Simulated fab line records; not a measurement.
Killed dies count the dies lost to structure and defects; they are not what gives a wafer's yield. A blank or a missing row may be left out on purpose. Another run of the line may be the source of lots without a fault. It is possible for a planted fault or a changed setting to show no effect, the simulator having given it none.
fab line records	flow sky130	part 2 of 2: steps 24 to 33 of 33
record: lots: 5	wafers: 15	lastDay: 49
route steps=708 shown SONOS_ONO@177 GATE_OXIDE@187 POLY_GATE@204 RES_PROTECT@206
lots with no fault: from the same line, run without faults
startH: the number of hours between the record's first day and the start of the first shown wafer of the lot	waitH: hours from the lot's prior step to this one	" identical to the entry in the row above	L1.1+2: a row that stands for several wafers	- value missing, or start not given	* or withheld: withheld	< > ~ a bound
route shown NAME@n: names a module that has steps shown in the file, with the first one's number in the route	usual: mean and standard deviation over wafers with no fault	same: alike in all rows	chamber/n: place in a boat	sites: per-site readings	_std_site: the standard deviation of these	_edge_site: mean of outer sites minus mean of inner sites	radiusMm: how far each site lies from the wafer's centre	mask NAME#n: copy n	behind: the tool/chamber that last shaped the wafer	hold: why the lot was held/for how many hours/how that ended	device: the n, p or np transistor that did not switch	end of line: the same wafers' tests at the end of the route	for a step that has no rows: nothing shown but its recipe	killed: dies lost to structure and defects at the first sort, not the wafer's yield	map: per-die view of a wafer (x killed, . not killed, _ where there is no die)
set.NAME: the run value of the setting; set.NAME@STEP: its run value at that earlier step	model.NAME: the simulator's own value behind a step, which no gauge read
a table for each step, a row for each wafer; lots at some steps of the route
services: when a tool's chamber went out of use (startH, in hours from the record's first day, below 0 if earlier), for how many hours, and the reason
== steps ==
step: SKY_GATE_OXIDE_STRIP_13
recipe: chemistry: O2/N2	powerW: 1400	pressureMtorr: 1500	platenTempC: withheld	o2FlowSccm: 3000	n2FlowSccm: 300	overashFraction: 0.5
usual: oesProductAu: 0.716/0.0045	stripTimeToEndpointS: 14.20/0.042
same: drypumpMotorCurrentA: 6.4	overashFraction: 0.5
lot.wafer	tool	chamber	startH	waitH	oesProductAu	rfHoursCounterH	stripTimeToEndpointS
L074.1	plasmaAsher-03	1	302.13	0.0	0.713	63	14.20
L074.4	"	1	"	"	0.710	-	14.17
L074.5	"	0	"	"	0.713	-	14.18
L075.1	plasmaAsher-03	1	319.27	0.0	0.712	65	14.20
L075.4	"	1	"	"	0.718	-	14.19
L075.5	"	1	"	"	0.723	-	14.17
L078.2	plasmaAsher-03	0	341.89	0.0	0.713	67	14.14
L078.4	"	0	"	"	0.721	-	14.16
L078.6	"	1	"	"	0.719	-	14.24
L090.1	plasmaAsher-03	0	451.72	0.0	0.714	2	14.22
L090.2	"	1	"	"	0.723	2	14.24
L090.3	"	0	"	"	0.716	-	14.21
L094.4	plasmaAsher-03	1	480.01	0.0	0.715	-	14.14
L094.5	"	1	"	"	0.710	-	14.15
L094.6	"	0	"	"	0.718	-	14.16
step: SKY_GATE_OXIDE_TW_MEAS_14
usual: GATE_OXIDE_TW: 223.9/1
lot.wafer	tool	chamber	startH	waitH	GATE_OXIDE_TW
L074.1	filmMetro-03	-	302.23	0.1	223.9
L074.4	"	-	"	"	223.5
L074.5	"	-	"	"	222.7
L075.1	filmMetro-03	-	319.37	0.1	224.3
L075.4	"	-	"	"	224.1
L075.5	"	-	"	"	224.5
L078.2	filmMetro-01	-	342.00	0.1	225.8
L078.4	"	-	"	"	225.2
L078.6	"	-	"	"	225.1
L090.1	filmMetro-01	-	451.82	0.1	225.4
L090.2	"	-	"	"	225.6
L090.3	"	-	"	"	226.1
L094.4	filmMetro-02	-	480.10	0.1	224.0
L094.5	"	-	"	"	224.2
L094.6	"	-	"	"	224.0
step: SKY_GATE_OXIDE_CLEAN_15
recipe: chemistry: SC1/SC2	mix: 1:4:20	tempC: 70	timeS: 150	dry: n2Spin
usual: bathHeatDutyPct: 13.8/0.95
same: timeS: 150
lot.wafer	tool	chamber	startH	waitH	bathHeatDutyPct
L074.1	wetBench-02	0	302.29	0.1	13.7
L074.4	"	0	"	"	12.7
L074.5	"	0	"	"	13.6
L075.1	wetBench-02	3	319.43	0.1	14.3
L075.4	"	3	"	"	15.4
L075.5	"	3	"	"	14.8
L078.2	wetBench-03	2	342.05	0.0	12.9
L078.4	"	2	"	"	11.7
L078.6	"	2	"	"	13.1
L090.1	wetBench-03	2	451.88	0.1	12.5
L090.2	"	2	"	"	13.3
L090.3	"	2	"	"	12.3
L094.4	wetBench-01	0	480.13	0.0	14.0
L094.5	"	0	"	"	13.8
L094.6	"	0	"	"	14.0
step: SKY_GATE_OXIDE_OXIDATION_16
recipe: tempC: 800	ambient: O2	idleTempC: 700	rampUpCPerMin: 10	rampDownCPerMin: 3	stabiliseS: 600	purgeS: 300	targetThkA: 35.7	oxTimeS: 1915
same: stabiliseS: 600
lot.wafer	tool	chamber	startH	waitH
L074.1+4+5	furnace-01	0	302.95	0.6
L075.1+4+5	furnace-01	0	319.62	0.1
L078.2+4+6	furnace-01	0	344.21	2.1
L090.1+2+3	furnace-02	0	452.96	1.0
L094.4+5+6	furnace-02	0	480.19	0.0
step: SKY_POLY_GATE_CVD_00
recipe: material: poly-Si	targetThkNm: 180	tempC: 620	timeS: 720	pressureMtorr: 200
same: timeS: 720
lot.wafer	tool	chamber	startH	waitH
L074.1+4+5	lpcvd-01	1	304.48	0.0
L075.1+4+5	lpcvd-01	1	321.15	0.0
L078.2+4+6	lpcvd-01	1	345.96	0.2
L090.1+2+3	lpcvd-01	1	454.50	0.0
L094.4+5+6	lpcvd-01	1	481.72	0.0
step: SKY_POLY_GATE_THK_MEAS_01
recipe: reads: poly-Si_of_POLY_GATE_CVD_00
usual: POLY_GATE_CVD_00_THK: 180.2/1.8
lot.wafer	tool	chamber	startH	waitH	POLY_GATE_CVD_00_THK[nm]
L074.1	filmMetro-04	-	306.28	0.0	180.9
L074.4	"	-	"	"	182.2
L074.5	"	-	"	"	181.7
L075.1	filmMetro-02	-	322.35	0.0	181.9
L075.4	"	-	"	"	180.3
L075.5	"	-	"	"	180.3
L078.2	filmMetro-04	-	348.67	0.0	182.5
L078.4	"	-	"	"	181.6
L078.6	"	-	"	"	182.4
L090.1	filmMetro-01	-	455.70	0.0	178.3
L090.2	"	-	"	"	179.1
L090.3	"	-	"	"	178.4
L094.4	filmMetro-04	-	482.95	0.0	179.0
L094.5	"	-	"	"	180.0
L094.6	"	-	"	"	179.3
step: SKY_RES_PROTECT_DEHYDRATE_00
recipe: tempC: 200	timeS: 60
usual: chillPlateTempC: 22.98/0.1	resistLineTempC: 22.98/0.1
same: timeS: 60
lot.wafer	tool	chamber	startH	waitH	chillPlateTempC	resistLineTempC
L074.1	lithoTrack-04	0	318.23	11.9	22.95	23.09
L074.4	"	0	"	"	22.99	22.98
L074.5	"	0	"	"	22.89	22.96
L075.1	lithoTrack-03	0	335.28	12.9	22.95	23.11
L075.4	"	0	"	"	23.07	22.98
L075.5	"	0	"	"	23.02	22.94
L078.2	lithoTrack-04	0	361.56	12.9	23.07	23.09
L078.4	"	0	"	"	22.97	23.13
L078.6	"	0	"	"	22.93	23.15
L090.1	lithoTrack-01	0	470.68	15.0	22.92	23.01
L090.2	"	0	"	"	22.93	23.03
L090.3	"	0	"	"	22.95	22.98
L094.4	lithoTrack-03	0	497.15	14.2	23.16	22.82
L094.5	"	0	"	"	23.15	22.82
L094.6	"	0	"	"	23.08	22.90
step: SKY_RES_PROTECT_HMDS_01
recipe: primeTimeS: 60	primeTempC: 120
usual: chillPlateTempC: 23.03/0.098	resistLineTempC: 23.02/0.094
lot.wafer	tool	chamber	startH	waitH	chillPlateTempC	resistLineTempC
L074.1	lithoTrack-04	0	318.38	0.1	23.03	23.03
L074.4	"	0	"	"	23.16	23.14
L074.5	"	0	"	"	23.17	23.16
L075.1	lithoTrack-03	0	335.43	0.1	22.97	22.88
L075.4	"	0	"	"	23.08	22.97
L075.5	"	0	"	"	23.15	22.94
L078.2	lithoTrack-04	0	361.71	0.1	23.11	22.82
L078.4	"	0	"	"	23.19	22.93
L078.6	"	0	"	"	22.99	22.99
L090.1	lithoTrack-01	0	470.83	0.1	22.86	22.97
L090.2	"	0	"	"	23.25	23.06
L090.3	"	0	"	"	23.03	23.07
L094.4	lithoTrack-03	0	497.30	0.1	23.28	23.06
L094.5	"	0	"	"	23.06	22.99
L094.6	"	0	"	"	23.06	22.84
step: SKY_RES_PROTECT_COAT_02
recipe: resist: NOVOLAK	spinRpm: 3000	resistThkNm: 1140
usual: chillPlateTempC: 22.99/0.1	resistLineTempC: 23.00/0.12
lot.wafer	tool	chamber	startH	waitH	chillPlateTempC	resistLineTempC
L074.1	lithoTrack-04	0	318.53	0.1	23.03	23.10
L074.4	"	0	"	"	23.03	23.20
L074.5	"	0	"	"	22.96	23.24
L075.1	lithoTrack-03	0	335.58	0.1	23.07	23.02
L075.4	"	0	"	"	23.18	23.13
L075.5	"	0	"	"	23.10	23.09
L078.2	lithoTrack-04	0	361.86	0.1	23.05	23.00
L078.4	"	0	"	"	23.03	22.99
L078.6	"	0	"	"	23.05	22.93
L090.1	lithoTrack-01	0	470.98	0.1	23.01	23.02
L090.2	"	0	"	"	23.02	23.08
L090.3	"	0	"	"	22.93	23.04
L094.4	lithoTrack-03	0	497.45	0.1	23.13	23.11
L094.5	"	0	"	"	23.00	23.04
L094.6	"	0	"	"	23.17	23.03
step: SKY_RES_PROTECT_SOFTBAKE_03
recipe: tempC: 89.48	timeS: 60	resist: NOVOLAK
usual: chillPlateTempC: 23.00/0.1	resistLineTempC: 23.01/0.11
same: timeS: 60
lot.wafer	tool	chamber	startH	waitH	chillPlateTempC	resistLineTempC
L074.1	lithoTrack-04	0	318.68	0.1	23.04	22.99
L074.4	"	0	"	"	22.94	22.93
L074.5	"	0	"	"	23.00	22.93
L075.1	lithoTrack-03	0	335.73	0.1	22.83	23.07
L075.4	"	0	"	"	22.85	22.96
L075.5	"	0	"	"	22.90	23.01
L078.2	lithoTrack-04	0	362.01	0.1	23.03	22.96
L078.4	"	0	"	"	23.18	22.79
L078.6	"	0	"	"	23.00	23.07
L090.1	lithoTrack-01	0	471.13	0.1	22.97	23.05
L090.2	"	0	"	"	23.13	23.08
L090.3	"	0	"	"	23.01	23.10
L094.4	lithoTrack-03	0	497.60	0.1	22.77	23.00
L094.5	"	0	"	"	23.04	22.98
L094.6	"	0	"	"	22.79	23.16
== services ==
tool	chamber	startH	hours	kind
plasmaAsher-03	-	242.68	5.4	repair
lpcvd-01	-	247.51	4.3	pm
implanter-02	-	259.84	2.2	repair
ilineStepper-02	-	259.97	1.7	pm
implanter-02	-	290.02	3.0	repair
implanter-02	-	296.43	1.5	repair
implanter-01	-	300.40	1.2	repair
rieDiel-02	-	308.98	0.2	repair
rieDiel-02	3	310.50	7.9	repair
lpcvd-01	-	345.61	0.3	repair
furnace-01	-	371.55	4.0	pm
ilineStepper-01	-	386.67	1.7	pm
rieDiel-02	-	402.74	0.2	repair
furnace-02	-	403.24	3.6	pm
furnace-02	-	408.16	7.9	repair
plasmaAsher-03	-	421.25	9.0	pm
plasmaAsher-03	-	443.76	2.1	repair
furnace-02	-	461.77	1.9	pm
ilineStepper-02	-	478.15	1.7	pm
furnace-01	-	482.76	6.0	pm
rieDiel-02	2	486.40	5.6	repair
lpcvd-01	-	492.74	6.1	pm
plasmaAsher-03	-	494.54	0.5	repair
rieDiel-02	-	497.50	2.3	repair
